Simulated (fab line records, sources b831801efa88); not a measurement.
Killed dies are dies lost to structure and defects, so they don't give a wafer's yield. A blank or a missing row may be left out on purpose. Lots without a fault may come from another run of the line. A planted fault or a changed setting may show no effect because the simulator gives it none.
Problem report in the 8D (eight disciplines) form, filled by code | flow sky130 | the parts of the form that need people (team, actions taken, sign-off) are left out

1. THE PROBLEM
VIA3_HDPCVD_THK at SKY_VIA3_THK_MEAS_01 reads a mean of 1513 nm on 3 wafers of 3 lots; wafers without a fault read 1635 nm with a standard deviation of 19. That is -6.4 standard deviations from the usual mean.
First seen on wafer L932.3, day 41 18:40, on film_metro-02. The record holds 33 wafers of 11 lots with a number at this step. Rule for "out", or "out of limits": more than 4 standard deviations from the usual mean. The other wafers with a number count as sound.

2. WHAT IT IS AND WHAT IT IS NOT
question                    | is                           | is not
which readings at this step | VIA3_HDPCVD_THK              | -
which lots                  | L932, L933, L934             | L924, L925, L927, L928, L929, L938, L941, L944
which wafers of those lots  | L932.3, L933.3, L934.1       | L932.4, L932.6, L933.4, L933.6, L934.5, L934.6
read on which gauges        | film_metro-02, film_metro-04 | film_metro-01
when                        | from day 41 18:40            | up to then (17 sound wafers); but 13 sound wafers of L933, L934, L938, L941, L944 came after

3. SUSPECTS, AND WHAT RULES EACH OUT
Counting: a tool at a process step up to the reading stays a suspect if it ran every lot that is out. Sound lots after the first of them don't rule it out here, since some wafers of a struck lot are sound.
- the gauge at SKY_VIA3_THK_MEAS_01: ruled out. The wafers that are out were read on 2 gauges (film_metro-02, film_metro-04).
- hdpcvd-02 at SKY_VIA3_HDPCVD_00 (deposits SiO2, target thk 1635 nm, time 272.5 s): kept. It ran every lot that is out, first L932 (day 41 18:29); its last sound lot up to then is L929 (day 40 21:14). Its own readings are out on those wafers: run_length_s.
Left after counting: hdpcvd-02 at SKY_VIA3_HDPCVD_00.

4. THE CAUSE (what the simulator had put in)
Process parameter drift: hdpcvd-02, from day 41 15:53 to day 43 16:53, at SKY_VIA3_HDPCVD_00. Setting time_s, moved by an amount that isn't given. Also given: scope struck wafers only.
Counting left only this tool.

5. THE CHAIN OF EFFECTS, in route order
Each row: a reading whose mean over the struck wafers that have a number lies more than 3 standard deviations from the usual. Only readings for which the record gives a usual standard deviation are gone through. hours: the time from each lot's start at the first step in this table that gives one to its start at this step, as a median over the lots. sigmas: the change in usual standard deviations.
hours | step                 | reading         | usual   | on struck wafers | change | sigmas
0     | SKY_VIA3_HDPCVD_00   | run_length_s    | 300.4 s | 276.3            | -24.1  | -41
0     | SKY_VIA3_THK_MEAS_01 | VIA3_HDPCVD_THK | 1635 nm | 1513             | -122   | -6.4
The process steps in it:
- SKY_VIA3_HDPCVD_00: deposits SiO2, target thk 1635 nm, time 272.5 s.

6. WHAT WOULD HAVE CAUGHT IT SOONER
In this record the first reading out of limits at a measuring or inspecting step was taken at day 41 18:40, 3 hours after the fault began at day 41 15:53.
The tool's own readings at SKY_VIA3_HDPCVD_00 were out on every struck wafer that the step has a row for (run_length_s): an alarm limit on them would have fired on the first of those.
Of the lots that are out (3), L933, L934 began SKY_VIA3_HDPCVD_00 on hdpcvd-02 after day 41 18:40. A hold on the tool at that time would have spared those 2.
